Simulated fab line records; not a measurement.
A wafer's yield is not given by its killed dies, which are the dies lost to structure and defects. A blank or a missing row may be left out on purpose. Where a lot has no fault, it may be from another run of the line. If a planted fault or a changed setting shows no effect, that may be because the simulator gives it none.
Split-lot trial :: flow sky130 :: 23 wafers read from 5 lots, route of 708 steps

== THE SPLIT ITSELF ==
At SKY_FIELD_ISO_COAT_08 (resist thk 450 nm), the setting resistThkNm was moved away from the recipe's 450 nm on 9 of the 23 wafers read, by -3.2% to +5.8%. For the rest of the wafers, this setting stayed at what the recipe calls for.

== FROM THE SPLIT TO THE READING: what the file shows between them, 3 steps ==
- SKY_FIELD_ISO_SOFTBAKE_09: time 90 s
- SKY_FIELD_ISO_EXPOSE_10: exposes mask FOM, target cd 150 nm
- SKY_FIELD_ISO_ETCH_14: etches BARC in N2/H2, stops on SiO2, time 45.9 s, target depth 60 nm

== THE READING ==
KrF-thick_of_FIELD_ISO_COAT_08.thkNm (the simulator's own value, which no gauge read), in nm, at SKY_FIELD_ISO_ETCH_15 (etches the open film in CHF3/O2, stops on Si, target depth 180 nm, time 72 s). There is no usual value for it anywhere in the file. Across the 14 wafers here that went through the recipe, the average is 234.2 nm and the standard deviation 3.4 nm.

wafer: L074.1
tool, chamber at the split: lithoTrack-03, 0
resistThkNm as run, nm: 476.2
against the recipe: +5.8%
KrF-thick_of_FIELD_ISO_COAT_08.thkNm, nm: 264.5
against lot-mates on the recipe: +30.5

wafer: L074.3
tool, chamber at the split: lithoTrack-03, 0
resistThkNm as run, nm: 476.2
against the recipe: +5.8%
KrF-thick_of_FIELD_ISO_COAT_08.thkNm, nm: 257.2
against lot-mates on the recipe: +23.2

wafer: L074.4
tool, chamber at the split: lithoTrack-03, 0
resistThkNm as run, nm: 450
against the recipe: recipe
KrF-thick_of_FIELD_ISO_COAT_08.thkNm, nm: 235.9
against lot-mates on the recipe: -

wafer: L074.5
tool, chamber at the split: lithoTrack-03, 0
resistThkNm as run, nm: 450
against the recipe: recipe
KrF-thick_of_FIELD_ISO_COAT_08.thkNm, nm: 230.7
against lot-mates on the recipe: -

wafer: L074.6
tool, chamber at the split: lithoTrack-03, 0
resistThkNm as run, nm: 450
against the recipe: recipe
KrF-thick_of_FIELD_ISO_COAT_08.thkNm, nm: 235.5
against lot-mates on the recipe: -

wafer: L076.1
tool, chamber at the split: lithoTrack-02, 0
resistThkNm as run, nm: 450
against the recipe: recipe
KrF-thick_of_FIELD_ISO_COAT_08.thkNm, nm: 233.9
against lot-mates on the recipe: -

wafer: L076.2
tool, chamber at the split: lithoTrack-02, 0
resistThkNm as run, nm: 450
against the recipe: recipe
KrF-thick_of_FIELD_ISO_COAT_08.thkNm, nm: 239.2
against lot-mates on the recipe: -

wafer: L076.6
tool, chamber at the split: lithoTrack-02, 0
resistThkNm as run, nm: 450
against the recipe: recipe
KrF-thick_of_FIELD_ISO_COAT_08.thkNm, nm: 239.2
against lot-mates on the recipe: -

wafer: L077.1
tool, chamber at the split: lithoTrack-02, 0
resistThkNm as run, nm: 450
against the recipe: recipe
KrF-thick_of_FIELD_ISO_COAT_08.thkNm, nm: 232.4
against lot-mates on the recipe: -

wafer: L077.3
tool, chamber at the split: lithoTrack-02, 0
resistThkNm as run, nm: 450
against the recipe: recipe
KrF-thick_of_FIELD_ISO_COAT_08.thkNm, nm: 230.8
against lot-mates on the recipe: -

wafer: L077.4
tool, chamber at the split: lithoTrack-02, 0
resistThkNm as run, nm: 435.8
against the recipe: -3.2%
KrF-thick_of_FIELD_ISO_COAT_08.thkNm, nm: 218.9
against lot-mates on the recipe: -13.1

wafer: L077.5
tool, chamber at the split: lithoTrack-02, 0
resistThkNm as run, nm: 450
against the recipe: recipe
KrF-thick_of_FIELD_ISO_COAT_08.thkNm, nm: 232.7
against lot-mates on the recipe: -

wafer: L077.6
tool, chamber at the split: lithoTrack-02, 0
resistThkNm as run, nm: 435.8
against the recipe: -3.2%
KrF-thick_of_FIELD_ISO_COAT_08.thkNm, nm: 217.8
against lot-mates on the recipe: -14.2

wafer: L081.1
tool, chamber at the split: lithoTrack-01, 0
resistThkNm as run, nm: 450
against the recipe: recipe
KrF-thick_of_FIELD_ISO_COAT_08.thkNm, nm: 237.6
against lot-mates on the recipe: -

wafer: L081.2
tool, chamber at the split: lithoTrack-01, 0
resistThkNm as run, nm: 467.6
against the recipe: +3.9%
KrF-thick_of_FIELD_ISO_COAT_08.thkNm, nm: 249.8
against lot-mates on the recipe: +16.2

wafer: L081.3
tool, chamber at the split: lithoTrack-01, 0
resistThkNm as run, nm: 467.6
against the recipe: +3.9%
KrF-thick_of_FIELD_ISO_COAT_08.thkNm, nm: 264
against lot-mates on the recipe: +30.4

wafer: L081.4
tool, chamber at the split: lithoTrack-01, 0
resistThkNm as run, nm: 450
against the recipe: recipe
KrF-thick_of_FIELD_ISO_COAT_08.thkNm, nm: 229.6
against lot-mates on the recipe: -

wafer: L081.6
tool, chamber at the split: lithoTrack-01, 0
resistThkNm as run, nm: 467.6
against the recipe: +3.9%
KrF-thick_of_FIELD_ISO_COAT_08.thkNm, nm: 264.5
against lot-mates on the recipe: +30.9

wafer: L083.1
tool, chamber at the split: lithoTrack-01, 0
resistThkNm as run, nm: 436.3
against the recipe: -3.0%
KrF-thick_of_FIELD_ISO_COAT_08.thkNm, nm: 225.6
against lot-mates on the recipe: -8.1

wafer: L083.2
tool, chamber at the split: lithoTrack-01, 0
resistThkNm as run, nm: 450
against the recipe: recipe
KrF-thick_of_FIELD_ISO_COAT_08.thkNm, nm: 231.6
against lot-mates on the recipe: -

wafer: L083.3
tool, chamber at the split: lithoTrack-01, 0
resistThkNm as run, nm: 436.3
against the recipe: -3.0%
KrF-thick_of_FIELD_ISO_COAT_08.thkNm, nm: 226
against lot-mates on the recipe: -7.7

wafer: L083.4
tool, chamber at the split: lithoTrack-01, 0
resistThkNm as run, nm: 450
against the recipe: recipe
KrF-thick_of_FIELD_ISO_COAT_08.thkNm, nm: 230.5
against lot-mates on the recipe: -

wafer: L083.6
tool, chamber at the split: lithoTrack-01, 0
resistThkNm as run, nm: 450
against the recipe: recipe
KrF-thick_of_FIELD_ISO_COAT_08.thkNm, nm: 239
against lot-mates on the recipe: -

FIT RESULTS
A straight line over all 23 wafers: KrF-thick_of_FIELD_ISO_COAT_08.thkNm changes by +4.9 nm for each +1% of resistThkNm; r = +0.94; the points scatter about the line by 4.9 nm.
The same after taking each lot's own level away (the mean of its wafers on the recipe; 23 wafers): +4.82 nm for each +1%; r = +0.94; scatter 4.7 nm.
According to that fit, moving resistThkNm by its largest amount changes the reading by 28 nm.
The lots' own levels span 231.97 to 237.43 nm, that is 1.6 times the standard deviation above.
Hence the lot-to-lot level has little effect on the slope; both slopes agree.
Check: +29.3 nm against its lot-mates is what the line predicts for one of the wafers moved furthest among these (+5.8%) when that wafer is left out of the fit. Against them it came out at +30.5 nm.

== THE WHOLE CHAIN: every reading that the file lists as answering this split, in the file's order ==
step: SKY_FIELD_ISO_COAT_08
what it does: resist thk 450 nm
reading: KrF-thick_of_FIELD_ISO_COAT_08.thkNm (the simulator's own value, which no gauge read)
change (the file's fit): +4.59 nm for each +1% of the setting
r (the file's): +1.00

step: SKY_FIELD_ISO_ETCH_15
what it does: etches the open film in CHF3/O2, stops on Si, target depth 180 nm, time 72 s
reading: KrF-thick_of_FIELD_ISO_COAT_08.thkNm (the simulator's own value, which no gauge read)
change (the file's fit): +4.74 nm for each +1% of the setting
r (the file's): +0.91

step: SKY_FIELD_ISO_STRIP_16
what it does: strips in O2/N2
reading: stripTimeToEndpointS
change (the file's fit): withheld for each +1% of the setting
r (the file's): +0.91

== FILE'S OWN FIT ==
KrF-thick_of_FIELD_ISO_COAT_08.thkNm changes by +4.74 nm for each +1% of resistThkNm, r = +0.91.
